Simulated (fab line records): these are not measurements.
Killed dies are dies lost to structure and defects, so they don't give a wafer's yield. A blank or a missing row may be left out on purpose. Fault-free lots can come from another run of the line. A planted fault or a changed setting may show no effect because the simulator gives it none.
fab line records	flow sky130
record lots=13	wafers=39	lastDay=50
route steps=708 shown LOCAL_INTERCONNECT@402 CONTACT@424 PAD_OPEN@708
lots that met no fault: taken from a fault-free run of the same line
startH: hours from the record's first day to the start of the lot's first wafer shown	waitH: hours from the lot's prior step to this one	" same as the row above	L1.1+2: several wafers, shown together as one row	- no value, or no start given	* or withheld: withheld	< > ~ a bound
route shown NAME@n: names a module that has steps shown in the file, with the first one's number in the route	usual: average and standard deviation across the fault-free wafers	same: alike in all rows	chamber/n: place in a boat	sites: each site's reading	_std_site: standard deviation of those values	_edge_site: mean of outer sites minus mean of inner sites	radiusMm: for every site, how far away it sits from the centre of the wafer	mask NAME#n: copy n	behind: the tool/chamber that last shaped the wafer	hold: the reason the lot was held/the length of the hold in hours/how it ended	device: the n, p or np transistor that did not switch	end of line: the same wafers' tests at the end of the route	step lacking rows: just its recipe	killed: not the wafer's yield, but the dies lost to structure and defects at the first sort	map: per-die view of a wafer (x killed, . not killed, _ where there is no die)
set.NAME: the run value of the setting; set.NAME@STEP: its run value at that earlier step	model.NAME: the simulator's own value behind a step, which no gauge read
a sample of lots followed through the steps of the route, with each step as a table and each wafer as a row
services: when a tool's chamber went out of use (startH, in hours from the record's first day, below 0 if earlier), for how many hours, and the reason
## steps
# step SKY_LOCAL_INTERCONNECT_STRIP_15
# recipe chemistry=O2/N2	powerW=1400	pressureMtorr=1500	platenTempC=withheld	o2FlowSccm=3000	n2FlowSccm=300	overashFraction=0.5
# usual drypumpMotorCurrentA=5.9/0.46	oesProductAu=0.427/0.0051	stripTimeToEndpointS=4.721/0.02
lot.wafer	tool	chamber	startH	waitH	drypumpMotorCurrentA	oesProductAu	rfHoursCounterH	stripTimeToEndpointS
L933.3	plasmaAsher-02	0	700.26	0.1	5.4	0.430	-	4.734
L933.4	"	1	"	"	6.2	0.432	-	4.707
L933.6	"	1	"	"	6.2	0.423	-	4.758
L934.2	plasmaAsher-02	0	713.65	0.0	5.4	0.425	92	4.745
L934.4	"	1	"	"	6.3	0.435	-	4.758
L934.5	"	0	"	"	5.4	0.431	-	4.731
L935.3	plasmaAsher-01	1	719.78	0.1	5.7	0.437	-	4.720
L935.5	"	0	"	"	6.7	0.421	-	4.721
L935.6	"	1	"	"	5.8	0.425	-	4.734
L936.1	plasmaAsher-03	0	727.29	0.1	6.1	0.430	59	4.740
L936.4	"	0	"	"	6.1	0.435	-	4.727
L936.6	"	0	"	"	6.1	0.428	-	4.725
L939.2	plasmaAsher-03	0	751.11	0.1	6.1	0.430	63	4.690
L939.3	"	0	"	"	6.1	0.433	-	4.701
L939.5	"	1	"	"	5.5	0.429	-	4.724
L947.3	plasmaAsher-02	1	810.63	0.1	6.2	0.424	-	4.697
L947.5	"	0	"	"	5.4	0.427	-	4.708
L947.6	"	1	"	"	6.2	0.431	-	4.723
L948.3	plasmaAsher-02	1	822.26	0.1	6.2	0.422	-	4.699
L948.5	"	1	"	"	6.2	0.429	-	4.688
L948.6	"	0	"	"	5.4	0.435	-	4.708
L949.1	plasmaAsher-02	1	829.12	0.0	6.3	0.431	105	4.703
L949.4	"	1	"	"	6.2	0.407	-	4.673
L949.5	"	1	"	"	6.3	0.426	-	4.706
L951.2	plasmaAsher-01	1	854.77	0.0	5.7	0.424	13	4.709
L951.4	"	1	"	"	5.7	0.428	-	4.710
L951.6	"	0	"	"	6.7	0.423	-	4.709
L952.1	plasmaAsher-02	1	855.50	0.0	6.2	0.424	109	4.735
L952.2	"	0	"	"	5.4	0.420	109	4.710
L952.6	"	1	"	"	6.2	0.420	-	4.724
L953.1	plasmaAsher-02	0	859.65	0.0	5.4	0.429	110	4.709
L953.3	"	1	"	"	6.2	0.426	-	4.718
L953.6	"	1	"	"	6.2	0.427	-	4.706
L954.1	plasmaAsher-01	1	860.30	0.0	5.8	0.429	13	4.717
L954.4	"	1	"	"	5.8	0.430	-	4.722
L954.6	"	0	"	"	6.7	0.430	-	4.732
L956.2	plasmaAsher-01	1	871.81	0.0	5.7	0.433	15	4.699
L956.5	"	1	"	"	5.7	0.423	-	4.701
L956.6	"	0	"	"	6.7	0.422	-	4.703
# step SKY_CONTACT_ETCH_18
# recipe target=Si3N4	chemistry=CHF3/O2	stopOn=TiN	sourceW=600	biasW=200	pressureMtorr=40	chf3FlowSccm=50	O2_flow_sccm=5	timeS=39	targetDepthA=750
# usual drypumpMotorCurrentA=5.7/0.4	oesProductAu=0.854/0.0072	throttleValvePct=8.793/0.0082
# same timeS=39
lot.wafer	tool	chamber	startH	waitH	drypumpMotorCurrentA	oesProductAu	rfHoursCounterH	throttleValvePct
L933.3	rieDiel-04	0	-	-	5.4	0.842	3	8.782
L933.4	"	1	"	"	5.3	0.855	38	8.791
L933.6	"	1	"	"	5.3	0.862	-	8.777
L934.2	rieDiel-02	1	-	-	6.1	0.860	11	8.796
L934.4	"	2	"	"	6.1	0.862	5	8.798
L934.5	"	3	"	"	6.0	0.863	-	8.785
L935.3	rieDiel-04	3	-	-	5.6	0.850	18	8.787
L935.5	"	2	"	"	5.1	0.859	-	8.799
L935.6	"	3	"	"	5.6	0.851	-	8.802
L936.1	rieDiel-01	0	-	-	6.1	0.855	6	8.780
L936.4	"	1	"	"	6.1	0.851	11	8.786
L936.6	"	3	"	"	5.0	0.859	-	8.793
L939.2	rieDiel-02	3	-	-	5.9	0.845	20	8.784
L939.3	"	2	"	"	6.1	0.846	6	8.800
L939.5	"	1	"	"	6.1	0.853	-	8.790
L947.3	rieDiel-01	0	-	-	6.1	0.855	9	8.795
L947.5	"	0	"	"	6.1	0.858	-	8.793
L947.6	"	3	"	"	5.0	0.863	-	8.793
L948.3	rieDiel-02	2	-	-	6.1	0.848	8	8.812
L948.5	"	3	"	"	5.9	0.851	-	8.777
L948.6	"	0	"	"	6.0	0.846	-	8.791
L949.1	rieDiel-02	2	-	-	6.1	0.859	8	8.794
L949.4	"	0	"	"	6.0	0.865	7	8.789
L949.5	"	1	"	"	6.1	0.860	-	8.784
L951.2	rieDiel-02	3	-	-	6.0	0.853	23	8.805
L951.4	"	1	"	"	6.1	0.861	15	8.784
L951.6	"	3	"	"	6.0	0.859	-	8.795
L952.1	rieDiel-04	0	-	-	5.4	0.846	8	8.790
L952.2	"	3	"	"	5.6	0.849	23	8.791
L952.6	"	0	"	"	5.4	0.857	-	8.782
L953.1	rieDiel-02	3	-	-	5.9	0.853	24	8.798
L953.3	"	2	"	"	6.1	0.851	9	8.792
L953.6	"	3	"	"	6.0	0.852	-	8.798
L954.1	rieDiel-01	0	-	-	6.1	0.861	10	8.784
L954.4	"	2	"	"	5.6	0.867	12	8.788
L954.6	"	3	"	"	5.0	0.855	-	8.791
L956.2	rieDiel-01	1	-	-	6.0	0.842	15	8.789
L956.5	"	3	"	"	5.0	0.864	-	8.796
L956.6	"	0	"	"	6.1	0.853	-	8.806
# step SKY_CONTACT_SPUTTER_23
# recipe material=TiN	targetThkNm=20	chamberPressurePa=5	powerW=4000	timeS=80
# usual cathodeDcPowerW=4000.0/0.77	chamberPressurePa=5.000/0.0099	throttleValvePct=29.7/0.92	timeS=80/0
lot.wafer	tool	chamber	startH	waitH	cathodeDcPowerW	chamberPressurePa	throttleValvePct	timeS
L933.3	pvdSputter-03	-	730.69	0.0	3999.0	5.006	29.7	80
L933.4	"	-	"	"	3999.1	4.989	30.2	80
L933.6	"	-	"	"	4000.6	5.021	28.8	80
L934.2	pvdSputter-04	-	743.82	0.0	4001.1	5.007	29.8	80
L934.4	"	-	"	"	4000.1	4.986	28.4	80
L934.5	"	-	"	"	4001.1	5.002	28.5	80
L935.3	pvdSputter-04	-	748.98	0.0	4000.8	5.001	28.6	80
L935.5	"	-	"	"	4001.4	4.993	28.3	80
L935.6	"	-	"	"	4000.2	4.982	30.1	80
L936.1	pvdSputter-04	-	757.62	0.0	4001.9	4.991	28.6	80
L936.4	"	-	"	"	4000.5	4.996	28.2	80
L936.6	"	-	"	"	3999.3	4.995	30.2	80
L939.2	pvdSputter-04	-	782.76	0.0	4000.7	5.010	29.9	80
L939.3	"	-	"	"	3999.4	5.001	29.4	80
L939.5	"	-	"	"	4000.7	5.014	29.9	80
L947.3	pvdSputter-03	-	838.63	0.0	-	-	-	-
L947.5	"	-	"	"	-	-	-	-
L947.6	"	-	"	"	-	-	-	-
L948.3	pvdSputter-01	-	850.37	0.0	-	-	-	-
L948.5	"	-	"	"	-	-	-	-
L948.6	"	-	"	"	-	-	-	-
L949.1	pvdSputter-01	-	857.03	0.0	-	-	-	-
L949.4	"	-	"	"	-	-	-	-
L949.5	"	-	"	"	-	-	-	-
L951.2	pvdSputter-03	-	882.22	0.0	3999.8	4.990	29.1	80
L951.4	"	-	"	"	4000.7	5.005	29.6	80
L951.6	"	-	"	"	3998.8	4.986	28.8	80
L952.1	pvdSputter-01	-	884.26	0.0	4000.6	4.985	31.4	80
L952.2	"	-	"	"	3999.6	4.991	29.4	80
L952.6	"	-	"	"	3999.2	4.994	28.9	80
L953.1	pvdSputter-01	-	888.00	0.0	4000.1	4.998	31.6	80
L953.3	"	-	"	"	4000.6	4.992	29.4	80
L953.6	"	-	"	"	3999.4	4.991	31.7	80
L954.1	pvdSputter-03	-	888.70	0.0	4000.1	5.003	29.9	80
L954.4	"	-	"	"	3999.2	5.014	30.3	80
L954.6	"	-	"	"	3999.2	4.999	28.8	80
L956.2	pvdSputter-03	-	899.83	0.0	3998.7	5.004	28.5	80
L956.5	"	-	"	"	4000.1	4.990	30.2	80
L956.6	"	-	"	"	4000.4	5.011	28.6	80
# step SKY_PAD_OPEN_PROBE_99
# usual killed_at_M0_to_M3=44/6.6	killed_at_M4_up=3.4/1.9	killedAtContacts=25/5.6	killedAtFrontEnd=15/4.6	killedAtOther=0.3/0.6	killedDies=88/9.5	killedOnRim=17/3.8	killedOpen=47/7.1	killedShort=40/6.4
# same grossDies=492	killedAtBackSide=0
lot.wafer	tool	chamber	startH	waitH	killed_at_M0_to_M3	killed_at_M4_up	killedAtContacts	killedAtFrontEnd	killedAtOther	killedDies	killedOnRim	killedOpen	killedShort
L935.3	prober-02	-	1085.81	0.2	53	3	31	15	0	102	24	54	47
L935.5	prober-02	-	1085.91	0.2	43	2	22	18	0	85	12	46	39
L935.6	prober-02	-	1085.96	0.2	43	4	36	13	0	96	15	56	39
L936.1	prober-01	-	1092.92	0.1	48	3	14	15	0	80	16	43	37
L936.4	prober-01	-	1093.07	0.2	38	4	32	15	0	89	18	45	44
L936.6	prober-01	-	1093.17	0.2	65	1	24	20	0	110	17	64	46
L939.2	prober-02	-	1112.91	0.1	43	1	29	17	0	90	19	53	35
L939.3	prober-02	-	1112.96	0.2	48	2	14	22	0	86	24	56	30
L939.5	prober-02	-	1113.06	0.2	40	1	20	20	0	81	17	39	42
L947.3	prober-02	-	1152.12	0.2	50	3	428	11	0	492	96	48	45
L947.5	prober-02	-	1152.22	0.2	38	1	439	13	1	492	96	41	30
L947.6	prober-02	-	1152.27	0.2	50	1	432	9	0	492	96	42	41
L948.3	prober-01	-	1158.77	0.2	34	5	439	13	1	492	96	45	36
L948.5	prober-01	-	1158.87	0.2	39	1	431	21	0	492	96	45	44
L948.6	prober-01	-	1158.92	0.2	38	1	433	20	0	492	96	36	37
L949.1	prober-02	-	1165.99	0.1	44	1	436	11	0	492	96	44	29
L949.4	prober-02	-	1166.14	0.2	57	5	421	9	0	492	96	61	36
L949.5	prober-02	-	1166.19	0.2	49	2	420	21	0	492	96	61	41
L952.1	prober-02	-	1184.11	0.1	46	2	27	18	1	94	17	45	49
L952.2	prober-02	-	1184.16	0.1	47	2	21	15	0	85	14	48	37
L952.6	prober-02	-	1184.36	0.2	48	3	39	8	0	98	21	54	44
# killed by level:class
L935.3 LI_CONTACT:geometricParticle:open=13 VIA1:geometricParticle:open=12 VIA2:geometricParticle:open=11 VIA1:geometricParticle:short=9 METAL2:geometricParticle:short=9 CONTACT:geometricParticle:open=7 FIELD_ISO:geometricParticle:short=4 SPACER:geometricParticle:short=4
L935.5 CONTACT:geometricParticle:open=10 VIA1:geometricParticle:open=9 METAL1:geometricParticle:short=7 LI_CONTACT:geometricParticle:open=7 SPACER:geometricParticle:short=6 FIELD_ISO:geometricParticle:open=5 METAL2:geometricParticle:short=4 VIA2:geometricParticle:open=4
L935.6 CONTACT:geometricParticle:open=14 LI_CONTACT:geometricParticle:open=12 VIA1:geometricParticle:open=8 METAL1:geometricParticle:short=6 METAL2:geometricParticle:short=6 VIA2:geometricParticle:open=5 LOCAL_INTERCONNECT:geometricParticle:short=5 VIA2:geometricParticle:short=5
L936.1 VIA1:geometricParticle:open=15 FIELD_ISO:geometricParticle:short=6 VIA3:geometricParticle:open=6 METAL1:geometricParticle:short=5 METAL2:geometricParticle:short=5 FIELD_ISO:geometricParticle:open=4 LI_CONTACT:geometricParticle:open=4 VIA1:geometricParticle:short=4
L936.4 CONTACT:geometricParticle:open=14 VIA1:geometricParticle:open=8 CONTACT:geometricParticle:short=6 LI_CONTACT:geometricParticle:open=5 VIA1:geometricParticle:short=5 VIA3:geometricParticle:open=5 POLY_GATE:geometricParticle:short=4 VIA3:geometricParticle:short=4
L936.6 VIA1:geometricParticle:open=16 VIA2:geometricParticle:open=10 METAL1:geometricParticle:short=9 VIA3:geometricParticle:open=9 FIELD_ISO:geometricParticle:open=7 LOCAL_INTERCONNECT:geometricParticle:short=6 METAL2:geometricParticle:short=6 FIELD_ISO:geometricParticle:short=5
L939.2 VIA2:geometricParticle:open=11 CONTACT:geometricParticle:open=9 METAL1:geometricParticle:short=8 LI_CONTACT:geometricParticle:open=7 VIA3:geometricParticle:open=7 FIELD_ISO:geometricParticle:open=5 FIELD_ISO:geometricParticle:short=5 METAL1:geometricParticle:open=5
L939.3 VIA3:geometricParticle:open=13 VIA1:geometricParticle:short=10 VIA1:geometricParticle:open=10 POLY_GATE:geometricParticle:open=7 CONTACT:geometricParticle:open=6 VIA2:geometricParticle:open=5 FIELD_ISO:geometricParticle:short=4 LI_CONTACT:geometricParticle:open=4
L939.5 POLY_GATE:geometricParticle:open=9 LI_CONTACT:geometricParticle:open=7 METAL1:geometricParticle:short=7 CONTACT:geometricParticle:open=6 VIA1:geometricParticle:short=6 FIELD_ISO:geometricParticle:short=5 VIA2:geometricParticle:open=5 VIA3:geometricParticle:short=5
L947.3 CONTACT:areaSputter=399 VIA1:geometricParticle:open=10 LI_CONTACT:geometricParticle:open=9 METAL1:geometricParticle:short=8 CONTACT:geometricParticle:open=7 VIA3:geometricParticle:open=7 VIA1:geometricParticle:short=6 VIA3:geometricParticle:short=5
L947.5 CONTACT:areaSputter=421 VIA1:geometricParticle:open=10 LI_CONTACT:geometricParticle:open=6 CONTACT:geometricParticle:open=6 VIA3:geometricParticle:open=6 METAL2:geometricParticle:short=5 VIA2:geometricParticle:open=5 LOCAL_INTERCONNECT:geometricParticle:short=4
L947.6 CONTACT:areaSputter=409 METAL1:geometricParticle:short=11 CONTACT:geometricParticle:open=8 VIA1:geometricParticle:short=7 LI_CONTACT:geometricParticle:open=6 VIA2:geometricParticle:open=6 VIA1:geometricParticle:open=5 VIA2:geometricParticle:short=5
L948.3 CONTACT:areaSputter=411 CONTACT:geometricParticle:open=13 CONTACT:geometricParticle:short=10 VIA2:geometricParticle:open=7 METAL2:geometricParticle:short=5 VIA1:geometricParticle:open=5 VIA3:geometricParticle:open=5 METAL4:geometricParticle:short=4
L948.5 CONTACT:areaSputter=403 CONTACT:geometricParticle:open=11 VIA3:geometricParticle:open=7 LI_CONTACT:geometricParticle:open=6 METAL1:geometricParticle:short=6 POLY_GATE:geometricParticle:open=5 VIA1:geometricParticle:open=5 VIA3:geometricParticle:short=5
L948.6 CONTACT:areaSputter=419 FIELD_ISO:geometricParticle:short=7 POLY_GATE:geometricParticle:short=7 METAL1:geometricParticle:short=7 VIA2:geometricParticle:open=7 VIA1:geometricParticle:open=6 FIELD_ISO:geometricParticle:open=5 CONTACT:geometricParticle:open=5
L949.1 CONTACT:areaSputter=418 VIA1:geometricParticle:open=12 CONTACT:geometricParticle:open=8 METAL1:geometricParticle:short=5 METAL2:geometricParticle:open=5 LI_CONTACT:geometricParticle:open=4 METAL2:geometricParticle:short=4 VIA2:geometricParticle:open=4
L949.4 CONTACT:areaSputter=394 VIA1:geometricParticle:open=18 VIA3:geometricParticle:open=15 LI_CONTACT:geometricParticle:open=8 CONTACT:geometricParticle:open=6 VIA1:geometricParticle:short=5 METAL1:geometricParticle:short=5 VIA2:geometricParticle:open=5
L949.5 CONTACT:areaSputter=388 VIA1:geometricParticle:open=15 LI_CONTACT:geometricParticle:open=12 CONTACT:geometricParticle:open=8 FIELD_ISO:geometricParticle:short=7 VIA2:geometricParticle:open=7 LI_CONTACT:geometricParticle:short=6 VIA3:geometricParticle:open=6
L952.1 CONTACT:geometricParticle:open=9 VIA1:geometricParticle:short=8 LI_CONTACT:geometricParticle:open=8 METAL2:geometricParticle:short=8 VIA3:geometricParticle:short=6 VIA2:geometricParticle:open=6 VIA3:geometricParticle:open=6 FIELD_ISO:geometricParticle:short=5
L952.2 VIA1:geometricParticle:open=13 CONTACT:geometricParticle:open=9 VIA2:geometricParticle:open=6 VIA1:geometricParticle:short=6 FIELD_ISO:geometricParticle:open=5 LI_CONTACT:geometricParticle:open=5 METAL1:geometricParticle:short=5 METAL3:geometricParticle:short=5
L952.6 CONTACT:geometricParticle:open=14 LI_CONTACT:geometricParticle:open=9 CONTACT:geometricParticle:short=8 METAL1:geometricParticle:short=8 VIA3:geometricParticle:open=8 VIA2:geometricParticle:open=7 VIA1:geometricParticle:open=6 LOCAL_INTERCONNECT:geometricParticle:short=5
## services
tool	chamber	startH	hours	kind
rieDiel-04	3	700.52	3.8	repair
rieDiel-01	2	700.57	6.7	repair
rieDiel-04	1	707.18	5.0	repair
rieDiel-04	-	713.20	1.0	repair
plasmaAsher-01	-	733.75	9.0	pm
plasmaAsher-01	0	733.75	9.0	ventCycle
plasmaAsher-01	1	733.75	9.0	ventCycle
plasmaAsher-01	0	742.75	-	clean
plasmaAsher-01	1	742.75	-	clean
plasmaAsher-01	-	745.79	4.5	repair
plasmaAsher-01	-	766.41	6.7	repair
plasmaAsher-02	-	766.42	12.0	repair
rieDiel-01	3	770.48	11.2	repair
rieDiel-04	1	804.37	-	clean
rieDiel-04	1	804.37	16.9	scheduledDown
rieDiel-04	1	804.37	16.9	ventCycle
rieDiel-04	2	812.83	54.2	repair
plasmaAsher-01	-	827.69	14.6	pm
pvdSputter-03	-	832.97	0.5	repair
pvdSputter-04	1	883.01	-	consumableReplace:kit
pvdSputter-04	1	883.01	18.0	scheduledDown
pvdSputter-04	1	883.01	18.0	ventCycle
pvdSputter-01	-	898.87	9.4	repair
## key
firstSign step=SKY_CONTACT_SPUTTER_23	reading=toolRecord	direction=missing
effect step=SKY_PAD_OPEN_PROBE_99	reading=killedAtContacts	direction=up	sigmas=73	usual=25	struck=431
moreKillsBornAt SKY_CONTACT_SPUTTER_23@pvdSputter-01=2427	SKY_CONTACT_SPUTTER_23@pvdSputter-03=1229
metAt SKY_CONTACT_SPUTTER_23
struckLots L947,L948,L949
laterRowsLeftOut L947.3,L947.5,L947.6,L948.3,L948.5,L948.6,L949.1,L949.4,L949.5
testerLeftOut L947,L948,L949
notActingAt SKY_LOCAL_INTERCONNECT_STRIP_15,SKY_CONTACT_ETCH_18
onsetBetween 730.69 838.63
fault kind=skippedStepWhole	tool=pvdSputter-01,pvdSputter-03	chamber=-	onsetH=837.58	steps=SKY_CONTACT_SPUTTER_23	scope=struckLotsOnly
# testerLeftOut: of these lots the tester's yield and bins aren't shown, on N5 and GAA mostly nor the transistor test; their killed dies are dies lost to structure and defects alone, not to doping, threshold or leakage, so they don't give the yield
# laterRowsLeftOut: the simulator's readings of these wafers behind a module that went badly wrong aren't trusted and aren't shown, but for the sort
